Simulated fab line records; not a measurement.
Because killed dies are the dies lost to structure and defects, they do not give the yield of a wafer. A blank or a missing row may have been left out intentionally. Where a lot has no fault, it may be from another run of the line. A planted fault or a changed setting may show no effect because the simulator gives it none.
Which tool is to blame? / flow gf180mcu / 24 lots, 72 wafers sampled, at 6 steps of a route of 602

== WHAT THE GAUGES READ, wafer by wafer ==
GF_M3_RS_MEAS_05: the measuring method here is four-point-probe.
lot=L074; measured=day 21 10:46; on=film-metro-01; M3_ALCU_RS (ohm/sq)=0.0699 0.0688 0.0692
lot=L075; measured=day 21 22:03; on=film-metro-01; M3_ALCU_RS (ohm/sq)=0.0692 0.0700 0.0694
lot=L076; measured=day 22 00:19; on=film-metro-01; M3_ALCU_RS (ohm/sq)=0.0703 0.0700 0.0696
lot=L077; measured=day 22 15:21; on=film-metro-04; M3_ALCU_RS (ohm/sq)=0.0706 0.0703 0.0703
lot=L078; measured=day 23 03:16; on=film-metro-01; M3_ALCU_RS (ohm/sq)=0.0688 0.0693 0.0683
lot=L079; measured=day 23 09:47; on=film-metro-04; M3_ALCU_RS (ohm/sq)=0.0681 0.0681 0.0689
lot=L080; measured=day 23 10:57; on=film-metro-04; M3_ALCU_RS (ohm/sq)=0.0702 0.0703 0.0702
lot=L081; measured=day 24 02:56; on=film-metro-04; M3_ALCU_RS (ohm/sq)=0.0685 0.0687 0.0696
lot=L082; measured=day 24 03:08; on=film-metro-04; M3_ALCU_RS (ohm/sq)=0.0698 0.0692 0.0693
lot=L083; measured=day 24 16:02; on=film-metro-01; M3_ALCU_RS (ohm/sq)=0.0706 0.0699 0.0700
lot=L084; measured=day 24 20:57; on=film-metro-04; M3_ALCU_RS (ohm/sq)=0.0688 0.0676 0.0692
lot=L085; measured=day 25 05:25; on=film-metro-01; M3_ALCU_RS (ohm/sq)=0.0697 0.0703 0.0701
lot=L086; measured=day 25 07:28; on=film-metro-04; M3_ALCU_RS (ohm/sq)=0.0699 0.0693 0.0695
lot=L087; measured=day 25 16:07; on=film-metro-01; M3_ALCU_RS (ohm/sq)=0.0692 0.0693 0.0688
lot=L088; measured=day 25 21:14; on=film-metro-02; M3_ALCU_RS (ohm/sq)=0.0683 0.0682 0.0680
lot=L089; measured=day 26 07:34; on=film-metro-02; M3_ALCU_RS (ohm/sq)=0.0695 0.0702 0.0701
lot=L090; measured=day 26 13:30; on=film-metro-01; M3_ALCU_RS (ohm/sq)=0.0698 0.0699 0.0694
lot=L091; measured=day 26 21:53; on=film-metro-04; M3_ALCU_RS (ohm/sq)=0.0679 0.0681 0.0677
lot=L092; measured=day 27 02:38; on=film-metro-01; M3_ALCU_RS (ohm/sq)=0.0679 0.0683 0.0681
lot=L093; measured=day 27 05:38; on=film-metro-01; M3_ALCU_RS (ohm/sq)=0.0699 0.0701 0.0693
lot=L094; measured=day 27 14:59; on=film-metro-02; M3_ALCU_RS (ohm/sq)=0.0699 0.0703 0.0697
lot=L095; measured=day 27 21:18; on=film-metro-01; M3_ALCU_RS (ohm/sq)=0.0694 0.0692 0.0698
lot=L096; measured=day 28 04:27; on=film-metro-04; M3_ALCU_RS (ohm/sq)=0.0689 0.0697 0.0697
lot=L097; measured=day 28 14:44; on=film-metro-01; M3_ALCU_RS (ohm/sq)=0.0693 0.0690 0.0687

GF_M5_CD_MEAS_07: target cd 280 nm.
lot=L074; measured=day 27 05:20; on=cd-sem-01; cd-nm (nm)=280.9 280.6 281.3
lot=L075; measured=day 27 15:07; on=cd-sem-01; cd-nm (nm)=282.0 282.0 281.6
lot=L076; measured=day 27 15:07; on=cd-sem-02; cd-nm (nm)=280.6 279.5 280.4
lot=L077; measured=day 28 05:52; on=cd-sem-01; cd-nm (nm)=281.5 281.8 281.5
lot=L078; measured=day 28 16:01; on=cd-sem-01; cd-nm (nm)=281.1 279.7 280.6
lot=L079; measured=day 28 21:31; on=cd-sem-01; cd-nm (nm)=279.0 281.0 279.8
lot=L080; measured=day 28 21:52; on=cd-sem-01; cd-nm (nm)=281.0 280.6 280.2
lot=L081; measured=day 29 12:01; on=cd-sem-02; cd-nm (nm)=281.7 280.2 281.6
lot=L082; measured=day 29 12:53; on=cd-sem-02; cd-nm (nm)=282.8 281.9 281.5
lot=L083; measured=day 29 23:53; on=cd-sem-02; cd-nm (nm)=280.7 279.3 280.6
lot=L084; measured=day 30 04:35; on=cd-sem-01; cd-nm (nm)=278.5 278.9 280.2
lot=L085; measured=day 30 14:31; on=cd-sem-02; cd-nm (nm)=277.3 278.9 278.7
lot=L086; measured=day 30 15:23; on=cd-sem-01; cd-nm (nm)=279.2 278.4 279.2
lot=L087; measured=day 30 23:49; on=cd-sem-02; cd-nm (nm)=279.9 279.0 278.9
lot=L088; measured=day 31 01:25; on=cd-sem-02; cd-nm (nm)=277.6 278.6 278.7
lot=L089; measured=day 31 11:01; on=cd-sem-02; cd-nm (nm)=279.9 279.9 280.3
lot=L090; measured=day 31 17:43; on=cd-sem-01; cd-nm (nm)=279.0 280.2 278.3
lot=L091; measured=day 32 01:40; on=cd-sem-01; cd-nm (nm)=278.9 279.2 280.4
lot=L092; measured=day 32 04:00; on=cd-sem-02; cd-nm (nm)=278.6 277.8 277.4
lot=L093; measured=day 32 07:22; on=cd-sem-01; cd-nm (nm)=280.9 282.4 282.7
lot=L094; measured=day 32 13:07; on=cd-sem-02; cd-nm (nm)=281.7 280.8 280.3
lot=L095; measured=day 32 21:19; on=cd-sem-01; cd-nm (nm)=281.4 280.4 281.0
lot=L096; measured=day 33 01:56; on=cd-sem-01; cd-nm (nm)=281.4 281.6 282.1
lot=L097; measured=day 33 10:36; on=cd-sem-02; cd-nm (nm)=281.7 282.3 281.9

GF_PASSIVATION_THK_MEAS_03.
lot=L074; measured=day 29 02:13; on=film-metro-03; PASSIVATION_CVD_02_THK (nm)=706 710 711
lot=L075; measured=day 29 10:21; on=film-metro-04; PASSIVATION_CVD_02_THK (nm)=700 701 696
lot=L076; measured=day 29 11:14; on=film-metro-03; PASSIVATION_CVD_02_THK (nm)=688 687 702
lot=L077; measured=day 30 01:39; on=film-metro-01; PASSIVATION_CVD_02_THK (nm)=704 688 718
lot=L078; measured=day 30 12:20; on=film-metro-01; PASSIVATION_CVD_02_THK (nm)=697 717 710
lot=L079; measured=day 30 17:38; on=film-metro-01; PASSIVATION_CVD_02_THK (nm)=703 698 707
lot=L080; measured=day 30 17:41; on=film-metro-03; PASSIVATION_CVD_02_THK (nm)=694 710 717
lot=L081; measured=day 31 07:03; on=film-metro-03; PASSIVATION_CVD_02_THK (nm)=684 689 697
lot=L082; measured=day 31 08:02; on=film-metro-03; PASSIVATION_CVD_02_THK (nm)=691 708 701
lot=L083; measured=day 31 15:55; on=film-metro-04; PASSIVATION_CVD_02_THK (nm)=681 693 695
lot=L084; measured=day 31 22:13; on=film-metro-03; PASSIVATION_CVD_02_THK (nm)=698 705 716
lot=L085; measured=day 32 07:23; on=film-metro-04; PASSIVATION_CVD_02_THK (nm)=696 694 710
lot=L086; measured=day 32 08:11; on=film-metro-01; PASSIVATION_CVD_02_THK (nm)=685 705 705
lot=L087; measured=day 32 16:53; on=film-metro-04; PASSIVATION_CVD_02_THK (nm)=687 694 700
lot=L088; measured=day 32 17:43; on=film-metro-03; PASSIVATION_CVD_02_THK (nm)=692 694 702
lot=L089; measured=day 33 02:00; on=film-metro-04; PASSIVATION_CVD_02_THK (nm)=679 672 690
lot=L090; measured=day 33 08:25; on=film-metro-03; PASSIVATION_CVD_02_THK (nm)=702 699 694
lot=L091; measured=day 33 15:19; on=film-metro-03; PASSIVATION_CVD_02_THK (nm)=692 690 700
lot=L092; measured=day 33 17:50; on=film-metro-03; PASSIVATION_CVD_02_THK (nm)=697 709 710
lot=L093; measured=day 33 20:47; on=film-metro-03; PASSIVATION_CVD_02_THK (nm)=691 694 712
lot=L094; measured=day 34 01:40; on=film-metro-04; PASSIVATION_CVD_02_THK (nm)=682 687 686
lot=L095; measured=day 34 09:59; on=film-metro-03; PASSIVATION_CVD_02_THK (nm)=709 693 708
lot=L096; measured=day 34 14:10; on=film-metro-03; PASSIVATION_CVD_02_THK (nm)=699 702 693
lot=L097; measured=day 34 20:05; on=film-metro-04; PASSIVATION_CVD_02_THK (nm)=707 703 708

== WHICH TOOL RAN EACH LOT (tool, then ch and the chambers of the sampled wafers, then the start) ==
lot=L074; GF_M2_SPUTTER_02=pvd-sputter-01, day 19 06:07; GF_M3_SPUTTER_01=pvd-sputter-04, day 21 10:37; GF_V4_ETCH_16=rie-diel-01 ch 1,2, day 25 08:47
lot=L075; GF_M2_SPUTTER_02=pvd-sputter-04, day 19 15:36; GF_M3_SPUTTER_01=pvd-sputter-01, day 21 19:46; GF_V4_ETCH_16=rie-diel-02 ch 0,2,3, day 25 18:38
lot=L076; GF_M2_SPUTTER_02=pvd-sputter-01, day 19 19:28; GF_M3_SPUTTER_01=pvd-sputter-01, day 22 00:11; GF_V4_ETCH_16=rie-diel-04 ch 0,1,3, day 25 19:40
lot=L077; GF_M2_SPUTTER_02=pvd-sputter-02, day 20 11:26; GF_M3_SPUTTER_01=pvd-sputter-01, day 22 15:14; GF_V4_ETCH_16=rie-diel-02 ch 0,1,3, day 26 11:29
lot=L078; GF_M2_SPUTTER_02=pvd-sputter-04, day 21 00:13; GF_M3_SPUTTER_01=pvd-sputter-03, day 23 03:08; GF_V4_ETCH_16=rie-diel-01 ch 0,1,3, day 26 21:53
lot=L079; GF_M2_SPUTTER_02=pvd-sputter-01, day 21 07:46; GF_M3_SPUTTER_01=pvd-sputter-03, day 23 09:37; GF_V4_ETCH_16=rie-diel-02 ch 1,2,3, day 27 03:08
lot=L080; GF_M2_SPUTTER_02=pvd-sputter-02, day 21 08:13; GF_M3_SPUTTER_01=pvd-sputter-03, day 23 10:50; GF_V4_ETCH_16=rie-diel-01 ch 0,1,3, day 27 03:10
lot=L081; GF_M2_SPUTTER_02=pvd-sputter-04, day 22 00:34; GF_M3_SPUTTER_01=pvd-sputter-01, day 24 02:49; GF_V4_ETCH_16=rie-diel-02 ch 0,3, day 27 18:53
lot=L082; GF_M2_SPUTTER_02=pvd-sputter-02, day 22 00:55; GF_M3_SPUTTER_01=pvd-sputter-03, day 24 03:00; GF_V4_ETCH_16=rie-diel-01 ch 0,1, day 27 19:22
lot=L083; GF_M2_SPUTTER_02=pvd-sputter-04, day 22 14:31; GF_M3_SPUTTER_01=pvd-sputter-01, day 24 15:54; GF_V4_ETCH_16=rie-diel-04 ch 1,2, day 28 06:19
lot=L084; GF_M2_SPUTTER_02=pvd-sputter-01, day 22 21:20; GF_M3_SPUTTER_01=pvd-sputter-01, day 24 20:49; GF_V4_ETCH_16=rie-diel-04 ch 2,3, day 28 11:23
lot=L085; GF_M2_SPUTTER_02=pvd-sputter-02, day 23 07:30; GF_M3_SPUTTER_01=pvd-sputter-01, day 25 05:17; GF_V4_ETCH_16=rie-diel-04 ch 1,2,3, day 28 22:01
lot=L086; GF_M2_SPUTTER_02=pvd-sputter-02, day 23 09:57; GF_M3_SPUTTER_01=pvd-sputter-01, day 25 07:20; GF_V4_ETCH_16=rie-diel-01 ch 1,3, day 28 22:26
lot=L087; GF_M2_SPUTTER_02=pvd-sputter-01, day 23 18:07; GF_M3_SPUTTER_01=pvd-sputter-01, day 25 15:59; GF_V4_ETCH_16=rie-diel-02 ch 0,1,3, day 29 06:41
lot=L088; GF_M2_SPUTTER_02=pvd-sputter-02, day 24 00:52; GF_M3_SPUTTER_01=pvd-sputter-03, day 25 21:07; GF_V4_ETCH_16=rie-diel-01 ch 0,2,3, day 29 10:16
lot=L089; GF_M2_SPUTTER_02=pvd-sputter-01, day 24 12:14; GF_M3_SPUTTER_01=pvd-sputter-01, day 26 07:26; GF_V4_ETCH_16=rie-diel-01 ch 0,1,3, day 29 19:37
lot=L090; GF_M2_SPUTTER_02=pvd-sputter-01, day 24 16:37; GF_M3_SPUTTER_01=pvd-sputter-01, day 26 13:20; GF_V4_ETCH_16=rie-diel-04 ch 2,3, day 30 02:34
lot=L091; GF_M2_SPUTTER_02=pvd-sputter-02, day 25 00:34; GF_M3_SPUTTER_01=pvd-sputter-03, day 26 21:46; GF_V4_ETCH_16=rie-diel-01 ch 0,1,2, day 30 10:50
lot=L092; GF_M2_SPUTTER_02=pvd-sputter-01, day 25 05:01; GF_M3_SPUTTER_01=pvd-sputter-03, day 27 02:28; GF_V4_ETCH_16=rie-diel-04 ch 0,1,3, day 30 14:32
lot=L093; GF_M2_SPUTTER_02=pvd-sputter-02, day 25 08:50; GF_M3_SPUTTER_01=pvd-sputter-01, day 27 05:31; GF_V4_ETCH_16=rie-diel-01 ch 0,1, day 30 16:41
lot=L094; GF_M2_SPUTTER_02=pvd-sputter-02, day 25 18:02; GF_M3_SPUTTER_01=pvd-sputter-01, day 27 14:52; GF_V4_ETCH_16=rie-diel-04 ch 0,1,3, day 31 00:22
lot=L095; GF_M2_SPUTTER_02=pvd-sputter-01, day 26 00:54; GF_M3_SPUTTER_01=pvd-sputter-03, day 27 21:11; GF_V4_ETCH_16=rie-diel-01 ch 0,1,3, day 31 08:14
lot=L096; GF_M2_SPUTTER_02=pvd-sputter-02, day 26 08:22; GF_M3_SPUTTER_01=pvd-sputter-04, day 28 04:19; GF_V4_ETCH_16=rie-diel-02 ch 1,3, day 31 13:22
lot=L097; GF_M2_SPUTTER_02=pvd-sputter-02, day 26 18:21; GF_M3_SPUTTER_01=pvd-sputter-03, day 28 14:34; GF_V4_ETCH_16=rie-diel-01 ch 0,1,2, day 31 22:22
- GF_M2_SPUTTER_02: material AlCu, target thk 450 nm, time 23.45 s.
- GF_M3_SPUTTER_01: material TiN, target thk 30 nm, time 25 s.
- GF_V4_ETCH_16: etches BARC in N2/H2.

== AS READ BY THE TOOLS THEMSELVES (means over the sampled wafers that have a number; for cases with no such wafer, the mark the record gives instead) ==
GF_M2_SPUTTER_02.
lot=L074; tool=pvd-sputter-01; throttle-valve-pct (%)=29.7
lot=L075; tool=pvd-sputter-04; throttle-valve-pct (%)=29.5
lot=L076; tool=pvd-sputter-01; throttle-valve-pct (%)=30.5
lot=L077; tool=pvd-sputter-02; throttle-valve-pct (%)=29.7
lot=L078; tool=pvd-sputter-04; throttle-valve-pct (%)=29.0
lot=L079; tool=pvd-sputter-01; throttle-valve-pct (%)=29.8
lot=L080; tool=pvd-sputter-02; throttle-valve-pct (%)=30.3
lot=L081; tool=pvd-sputter-04; throttle-valve-pct (%)=29.0
lot=L082; tool=pvd-sputter-02; throttle-valve-pct (%)=30.2
lot=L083; tool=pvd-sputter-04; throttle-valve-pct (%)=29.1
lot=L084; tool=pvd-sputter-01; throttle-valve-pct (%)=30.3
lot=L085; tool=pvd-sputter-02; throttle-valve-pct (%)=30.0
lot=L086; tool=pvd-sputter-02; throttle-valve-pct (%)=30.1
lot=L087; tool=pvd-sputter-01; throttle-valve-pct (%)=30.1
lot=L088; tool=pvd-sputter-02; throttle-valve-pct (%)=30.1
lot=L089; tool=pvd-sputter-01; throttle-valve-pct (%)=30.9
lot=L090; tool=pvd-sputter-01; throttle-valve-pct (%)=29.9
lot=L091; tool=pvd-sputter-02; throttle-valve-pct (%)=30.1
lot=L092; tool=pvd-sputter-01; throttle-valve-pct (%)=29.9
lot=L093; tool=pvd-sputter-02; throttle-valve-pct (%)=30.0
lot=L094; tool=pvd-sputter-02; throttle-valve-pct (%)=29.9
lot=L095; tool=pvd-sputter-01; throttle-valve-pct (%)=30.6
lot=L096; tool=pvd-sputter-02; throttle-valve-pct (%)=30.1
lot=L097; tool=pvd-sputter-02; throttle-valve-pct (%)=30.2

GF_M3_SPUTTER_01.
lot=L074; tool=pvd-sputter-04; throttle-valve-pct (%)=29.4
lot=L075; tool=pvd-sputter-01; throttle-valve-pct (%)=29.9
lot=L076; tool=pvd-sputter-01; throttle-valve-pct (%)=30.6
lot=L077; tool=pvd-sputter-01; throttle-valve-pct (%)=29.8
lot=L078; tool=pvd-sputter-03; throttle-valve-pct (%)=29.4
lot=L079; tool=pvd-sputter-03; throttle-valve-pct (%)=28.7
lot=L080; tool=pvd-sputter-03; throttle-valve-pct (%)=28.8
lot=L081; tool=pvd-sputter-01; throttle-valve-pct (%)=30.0
lot=L082; tool=pvd-sputter-03; throttle-valve-pct (%)=28.7
lot=L083; tool=pvd-sputter-01; throttle-valve-pct (%)=29.7
lot=L084; tool=pvd-sputter-01; throttle-valve-pct (%)=30.9
lot=L085; tool=pvd-sputter-01; throttle-valve-pct (%)=30.6
lot=L086; tool=pvd-sputter-01; throttle-valve-pct (%)=30.8
lot=L087; tool=pvd-sputter-01; throttle-valve-pct (%)=30.0
lot=L088; tool=pvd-sputter-03; throttle-valve-pct (%)=29.2
lot=L089; tool=pvd-sputter-01; throttle-valve-pct (%)=30.5
lot=L090; tool=pvd-sputter-01; throttle-valve-pct (%)=30.5
lot=L091; tool=pvd-sputter-03; throttle-valve-pct (%)=29.3
lot=L092; tool=pvd-sputter-03; throttle-valve-pct (%)=30.3
lot=L093; tool=pvd-sputter-01; throttle-valve-pct (%)=30.5
lot=L094; tool=pvd-sputter-01; throttle-valve-pct (%)=30.0
lot=L095; tool=pvd-sputter-03; throttle-valve-pct (%)=27.9
lot=L096; tool=pvd-sputter-04; throttle-valve-pct (%)=29.4
lot=L097; tool=pvd-sputter-03; throttle-valve-pct (%)=28.2

GF_V4_ETCH_16.
lot=L074; tool=rie-diel-01; drypump-motor-current-A (A)=6.3; n2-flow-sccm (sccm)=100.17; oes-product-au (a.u.)=0.858; throttle-valve-pct (%)=13.228
lot=L075; tool=rie-diel-02; drypump-motor-current-A (A)=5.7; n2-flow-sccm (sccm)=100.18; oes-product-au (a.u.)=0.852; throttle-valve-pct (%)=13.225
lot=L076; tool=rie-diel-04; drypump-motor-current-A (A)=5.6; n2-flow-sccm (sccm)=99.53; oes-product-au (a.u.)=0.859; throttle-valve-pct (%)=13.233
lot=L077; tool=rie-diel-02; drypump-motor-current-A (A)=5.8; n2-flow-sccm (sccm)=99.95; oes-product-au (a.u.)=0.853; throttle-valve-pct (%)=13.217
lot=L078; tool=rie-diel-01; drypump-motor-current-A (A)=6.1; n2-flow-sccm (sccm)=100.10; oes-product-au (a.u.)=0.855; throttle-valve-pct (%)=13.217
lot=L079; tool=rie-diel-02; drypump-motor-current-A (A)=5.8; n2-flow-sccm (sccm)=100.03; oes-product-au (a.u.)=0.854; throttle-valve-pct (%)=13.216
lot=L080; tool=rie-diel-01; drypump-motor-current-A (A)=6.1; n2-flow-sccm (sccm)=99.95; oes-product-au (a.u.)=0.861; throttle-valve-pct (%)=13.218
lot=L081; tool=rie-diel-02; drypump-motor-current-A (A)=5.6; n2-flow-sccm (sccm)=100.02; oes-product-au (a.u.)=0.856; throttle-valve-pct (%)=13.222
lot=L082; tool=rie-diel-01; drypump-motor-current-A (A)=5.8; n2-flow-sccm (sccm)=100.04; oes-product-au (a.u.)=0.856; throttle-valve-pct (%)=13.226
lot=L083; tool=rie-diel-04; drypump-motor-current-A (A)=6.0; n2-flow-sccm (sccm)=99.90; oes-product-au (a.u.)=0.857; throttle-valve-pct (%)=13.231
lot=L084; tool=rie-diel-04; drypump-motor-current-A (A)=5.9; n2-flow-sccm (sccm)=100.06; oes-product-au (a.u.)=0.853; throttle-valve-pct (%)=13.217
lot=L085; tool=rie-diel-04; drypump-motor-current-A (A)=5.9; n2-flow-sccm (sccm)=100.07; oes-product-au (a.u.)=0.852; throttle-valve-pct (%)=13.219
lot=L086; tool=rie-diel-01; drypump-motor-current-A (A)=6.5; n2-flow-sccm (sccm)=99.83; oes-product-au (a.u.)=0.851; throttle-valve-pct (%)=13.225
lot=L087; tool=rie-diel-02; drypump-motor-current-A (A)=5.8; n2-flow-sccm (sccm)=100.02; oes-product-au (a.u.)=0.853; throttle-valve-pct (%)=13.215
lot=L088; tool=rie-diel-01; drypump-motor-current-A (A)=6.2; n2-flow-sccm (sccm)=99.77; oes-product-au (a.u.)=0.857; throttle-valve-pct (%)=13.222
lot=L089; tool=rie-diel-01; drypump-motor-current-A (A)=6.1; n2-flow-sccm (sccm)=99.83; oes-product-au (a.u.)=0.851; throttle-valve-pct (%)=13.227
lot=L090; tool=rie-diel-04; drypump-motor-current-A (A)=6.0; n2-flow-sccm (sccm)=100.23; oes-product-au (a.u.)=0.858; throttle-valve-pct (%)=13.215
lot=L091; tool=rie-diel-01; drypump-motor-current-A (A)=6.0; n2-flow-sccm (sccm)=100.02; oes-product-au (a.u.)=0.854; throttle-valve-pct (%)=13.222
lot=L092; tool=rie-diel-04; drypump-motor-current-A (A)=5.6; n2-flow-sccm (sccm)=99.80; oes-product-au (a.u.)=0.852; throttle-valve-pct (%)=13.232
lot=L093; tool=rie-diel-01; drypump-motor-current-A (A)=5.9; n2-flow-sccm (sccm)=100.23; oes-product-au (a.u.)=0.853; throttle-valve-pct (%)=13.224
lot=L094; tool=rie-diel-04; drypump-motor-current-A (A)=5.6; n2-flow-sccm (sccm)=100.31; oes-product-au (a.u.)=0.852; throttle-valve-pct (%)=13.227
lot=L095; tool=rie-diel-01; drypump-motor-current-A (A)=6.1; n2-flow-sccm (sccm)=99.84; oes-product-au (a.u.)=0.849; throttle-valve-pct (%)=13.222
lot=L096; tool=rie-diel-02; drypump-motor-current-A (A)=6.0; n2-flow-sccm (sccm)=99.85; oes-product-au (a.u.)=0.854; throttle-valve-pct (%)=13.233
lot=L097; tool=rie-diel-01; drypump-motor-current-A (A)=6.0; n2-flow-sccm (sccm)=100.01; oes-product-au (a.u.)=0.853; throttle-valve-pct (%)=13.227

== THE ANSWER, worked out from the rows above alone ==
Rule: the usual values come from the lots themselves. Put in order of their means at a reading, lots are off if they are a third of the lots or fewer, leave a main group of 4 or more, and stand apart from it by a gap of 3 or more times the standard deviation of the main group's means; of several such gaps the widest counts. Not used: any main group whose means are identical at the precision the tables above print for the reading. Also off: a lot with no number at a reading for which 4 or more lots have one. Where the step has rows for the other lots, those lots are counted as sound. First the gauges in route order, then the tools' own readings, where a lot's mean is used as printed above. At the first step where some lot is off, the reading lying furthest off is the one used; lots without a number count as furthest.
Nothing can be told from this: no lot is off at any reading shown.

== WHAT THE SIMULATOR HAD INSERTED ==
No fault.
